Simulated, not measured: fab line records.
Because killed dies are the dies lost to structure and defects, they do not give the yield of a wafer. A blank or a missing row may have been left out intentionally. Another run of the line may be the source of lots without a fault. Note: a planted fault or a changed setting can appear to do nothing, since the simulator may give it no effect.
2 desks looking at one fault -- flow gf180mcu -- what lay behind the numbers comes last; until then each desk has only its own

## DESK OF THE TOOL OWNER: implanter-03
The tool's own readings at GF_NSD_IMPLANT_09, given as means over the sampled wafers that have a number, one for each lot that went through this tool. Marked OUT: a lot whose mean sits more than 4 standard deviations from the usual mean, which makes it out of limits; the brackets give that distance.
Columns: A = beam-energy-keV at GF_NSD_IMPLANT_09, usual 60.001; B = beam-on-s at GF_NSD_IMPLANT_09, usual 19.0 s; C = dose-ions-cm2 at GF_NSD_IMPLANT_09, usual 4.001e+15; D = faraday-current-uA at GF_NSD_IMPLANT_09, usual 11694
lot,first seen here,A,B,C,D
L538,day 13 13:44,60.007,22.0,4.002e+15,10001
L543,day 15 10:22,60.038,21.7,3.997e+15,10154
L552,day 18 16:22,59.984,21.8,4.002e+15,10076
L553,day 19 00:34,60.004,10.1,8.847e+14 (-99 or more) OUT,4835 (-4.9) OUT
L554,day 19 07:07,59.998,9.8,8.817e+14 (-99 or more) OUT,4968 (-4.8) OUT
Finding of this desk: L553, L554 out of limits; the first was L553 at day 19 00:34, on dose-ions-cm2 at GF_NSD_IMPLANT_09. L538, L543, L552 stayed within limits.

## THE METROLOGY DESK
What the gauges read, lot by lot, whatever tool the lot ran on: means of the sampled wafers that have a number. Marked OUT: a lot whose mean sits more than 4 standard deviations from the usual mean, which makes it out of limits; the brackets give that distance.
Columns: A = NSD_TW at GF_NSD_TW_MEAS_12, usual 4252; B = cd-nm at GF_PSD_CD_MEAS_07, usual 399.9 nm; C = NSD_RS at GF_PSD_RS_MEAS_14, usual 46.19 ohm/sq
lot,first seen here,A,B,C
L537,day 13 09:37,4291,400.8,46.17
L538,day 13 14:07,4213,402.2,46.27
L542,day 15 01:17,4173,401.0,46.34
L543,day 15 10:45,4158,400.4,46.26
L546,day 16 15:01,4222,399.0,46.16
L552,day 18 16:46,4257,402.7,46.06
L553,day 19 00:58,4134,397.4,73.77 (+99 or more) OUT
L554,day 19 07:31,4020,400.9,72.96 (+99 or more) OUT
L556,day 20 02:28,4275,399.4,46.29
L559,day 21 01:01,4200,397.3,46.23
L560,day 21 13:08,4315,400.5,46.12
This desk finds L553, L554 out of limits, with the earliest case on L553 at day 20 02:03 (NSD_RS at GF_PSD_RS_MEAS_14). L537, L538, L542, L543, L546, L552, L556, L559, L560 stayed within limits.

## ALL TOGETHER
An alarm could have come from the tool owner's desk at day 19 00:34, on L553, L554.
Metrology desk: alarm possible at day 20 02:03 on L553, L554.
All the named lots went through GF_NSD_IMPLANT_09 on implanter-03.

## WHAT THE SIMULATOR HAD PUT IN
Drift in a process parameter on implanter-03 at GF_NSD_IMPLANT_09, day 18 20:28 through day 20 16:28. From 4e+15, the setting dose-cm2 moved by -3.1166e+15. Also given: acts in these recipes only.
Shown lots that were struck: L553, L554.
Time in hours from fault onset to the first out-of-limits reading at each desk: tool owner's desk 4, metrology desk 30.
